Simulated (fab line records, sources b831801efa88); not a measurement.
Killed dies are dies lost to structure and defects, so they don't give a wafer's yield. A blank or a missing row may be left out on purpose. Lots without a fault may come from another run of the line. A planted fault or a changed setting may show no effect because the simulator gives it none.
Chamber matching | flow sky130 | SKY_POLY_CUT_ETCH_11 on rie_diel-01: 4 sister chambers
The step etches Si3N4 in CF4/CH2F2/Ar, stops on poly-Si, time 42.5 s, target depth 60 nm. 8 wafers are shown with their chamber, then 9 later ones without.

WAFERS WITH THEIR CHAMBER
wafer  | chamber | drypump_motor_current_A (A) | throttle_valve_pct (%)
L078.4 | 3       | 5.8                         | 14.998
L078.6 | 2       | 5.7                         | 14.991
L085.2 | 2       | 5.6                         | 14.969
L085.3 | 3       | 5.8                         | 14.994
L085.4 | 0       | 6.6                         | 14.998
L086.1 | 0       | 6.6                         | 15.013
L086.2 | 1       | 6.4                         | 14.970
L086.5 | 1       | 6.4                         | 14.996

WAFERS WITHOUT THEIR CHAMBER
wafer  | drypump_motor_current_A (A) | throttle_valve_pct (%)
L087.1 | 6.6                         | 14.995
L087.2 | 5.7                         | 14.994
L087.3 | 6.4                         | 14.998
L089.2 | 5.8                         | 14.998
L089.3 | 6.7                         | 14.989
L089.6 | 6.6                         | 14.984
L091.1 | 5.8                         | 14.980
L091.3 | 5.7                         | 14.978
L091.5 | 6.6                         | 15.016

WHICH CHAMBER EACH WENT THROUGH
wafer  | from the rows above     | in truth
L087.1 | 0                       | 0
L087.2 | can't be placed: 2 or 3 | 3
L087.3 | 1                       | 1
L089.2 | 3                       | 3
L089.3 | 0                       | 0
L089.6 | 0                       | 0
L091.1 | 3                       | 3
L091.3 | can't be placed: 2 or 3 | 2
L091.5 | 0                       | 0
Placed correctly: 7 of 9. Can't be placed from these rows: 2 (the true chamber is among the candidates in 2). Placed wrongly: 0.
How it was worked out, from the rows above alone: a wafer's distance from a chamber is the root of the sum, over the readings, of the square of ((its reading less the chamber's mean) divided by the reading's scatter). The wafer belongs to the nearest chamber; if the next one is less than 2 further off, it can't be placed. A chamber's mean is the mean of its shown wafers. The scatter: the root of (the sum of the squares of (reading less its chamber's mean) over the shown wafers, divided by (wafers less chambers)).
